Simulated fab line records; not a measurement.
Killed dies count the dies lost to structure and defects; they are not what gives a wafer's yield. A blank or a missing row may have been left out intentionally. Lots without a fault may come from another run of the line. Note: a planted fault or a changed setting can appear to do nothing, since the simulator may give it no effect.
What tool caused it? || flow sky130 || 13 lots, 38 wafers sampled, at 2 steps of a route of 708

## WHAT THE GAUGES READ, wafer by wafer
SKY_LI_CONTACT_RS_MEAS_22: measurement is done with a four-point probe.
{"lot": "L377", "measured": "day 28 22:23", "on": "film metro-04", "LI_CONTACT_W_RS (ohm/sq)": "0.288 0.287 0.285"}
{"lot": "L379", "measured": "day 29 13:24", "on": "film metro-04", "LI_CONTACT_W_RS (ohm/sq)": "0.287 0.285 0.284"}
{"lot": "L380", "measured": "day 30 06:37", "on": "film metro-03", "LI_CONTACT_W_RS (ohm/sq)": "0.283 0.279 0.284"}
{"lot": "L381", "measured": "day 30 11:29", "on": "film metro-04", "LI_CONTACT_W_RS (ohm/sq)": "0.287 0.288 0.286"}
{"lot": "L382", "measured": "day 30 17:09", "on": "film metro-02", "LI_CONTACT_W_RS (ohm/sq)": "0.275 0.274 0.281"}
{"lot": "L383", "measured": "day 31 03:44", "on": "film metro-02", "LI_CONTACT_W_RS (ohm/sq)": "0.283 0.279 0.285"}
{"lot": "L389", "measured": "day 33 04:41", "on": "film metro-04", "LI_CONTACT_W_RS (ohm/sq)": "0.287 0.284 0.287"}
{"lot": "L391", "measured": "day 33 22:26", "on": "film metro-04", "LI_CONTACT_W_RS (ohm/sq)": "0.272 0.280"}
{"lot": "L393", "measured": "day 34 07:19", "on": "film metro-03", "LI_CONTACT_W_RS (ohm/sq)": "0.282 0.285 0.282"}
{"lot": "L394", "measured": "day 34 18:00", "on": "film metro-02", "LI_CONTACT_W_RS (ohm/sq)": "0.286 0.284 0.276"}
{"lot": "L395", "measured": "day 35 09:14", "on": "film metro-04", "LI_CONTACT_W_RS (ohm/sq)": "0.284 0.279 0.278"}
{"lot": "L399", "measured": "day 36 11:50", "on": "film metro-04", "LI_CONTACT_W_RS (ohm/sq)": "0.284 0.286 0.289"}
{"lot": "L400", "measured": "day 36 16:08", "on": "film metro-04", "LI_CONTACT_W_RS (ohm/sq)": "0.286 0.287 0.285"}

SKY_LOCAL_INTERCONNECT_CD_MEAS_11: target cd 170 nm.
{"lot": "L377", "measured": "day 30 02:20", "on": "cd sem-02", "cd nm (nm)": "171.9 171.7 171.8"}
{"lot": "L379", "measured": "day 30 17:52", "on": "cd sem-01", "cd nm (nm)": "167.3 167.3 169.1"}
{"lot": "L380", "measured": "day 31 11:14", "on": "cd sem-01", "cd nm (nm)": "171.5 170.2 169.8"}
{"lot": "L381", "measured": "day 31 15:37", "on": "cd sem-02", "cd nm (nm)": "171.3 170.1 170.7"}
{"lot": "L382", "measured": "day 31 21:07", "on": "cd sem-01", "cd nm (nm)": "171.8 171.5 170.6"}
{"lot": "L383", "measured": "day 32 08:11", "on": "cd sem-01", "cd nm (nm)": "168.8 167.8 167.9"}
{"lot": "L389", "measured": "day 34 07:56", "on": "cd sem-01", "cd nm (nm)": "168.2 168.1 168.8"}
{"lot": "L391", "measured": "day 35 01:38", "on": "cd sem-02", "cd nm (nm)": "173.5 172.0"}
{"lot": "L393", "measured": "day 35 10:24", "on": "cd sem-02", "cd nm (nm)": "169.6 169.7 170.2"}
{"lot": "L394", "measured": "day 35 20:52", "on": "cd sem-02", "cd nm (nm)": "173.9 172.2 171.8"}
{"lot": "L395", "measured": "day 36 11:52", "on": "cd sem-01", "cd nm (nm)": "172.6 172.1 171.9"}
{"lot": "L399", "measured": "day 37 13:53", "on": "cd sem-02", "cd nm (nm)": "170.1 169.3 168.8"}
{"lot": "L400", "measured": "day 37 18:16", "on": "cd sem-01", "cd nm (nm)": "167.2 167.4 167.4"}

## WHICH TOOL RAN EACH LOT (tool, then ch and the chambers of the sampled wafers, then the start)
There is no process step in the record ahead of these readings.

## WHAT THE TOOLS THEMSELVES READ (means of the sampled wafers that have a number; where no wafer has one, the mark that the record gives instead)
The record holds no such reading with a usual standard deviation.

## THE ANSWER, worked out from the rows above alone
Rule: the lots themselves supply what counts as usual. Put in order of their means at a reading, lots are off if they are a third of the lots or fewer, leave a main group of 4 or more, and stand apart from it by a gap of 3 or more times the standard deviation of the main group's means; of several such gaps the widest counts. A main group whose means are all the same, to the digits that the tables above print for the reading, isn't used. Also off: a lot with no number at a reading for which 4 or more lots have one. Any other lot the step has rows for is counted as sound. The gauges are gone through in route order, then the tools' own readings, and for those a lot's mean is taken as printed above. At the first step where some lot is off, the reading lying furthest off is the one used; lots without a number count as furthest.
No lot is off on any of the readings shown, so nothing can be concluded from this.

## WHAT THE SIMULATOR HAD INSERTED
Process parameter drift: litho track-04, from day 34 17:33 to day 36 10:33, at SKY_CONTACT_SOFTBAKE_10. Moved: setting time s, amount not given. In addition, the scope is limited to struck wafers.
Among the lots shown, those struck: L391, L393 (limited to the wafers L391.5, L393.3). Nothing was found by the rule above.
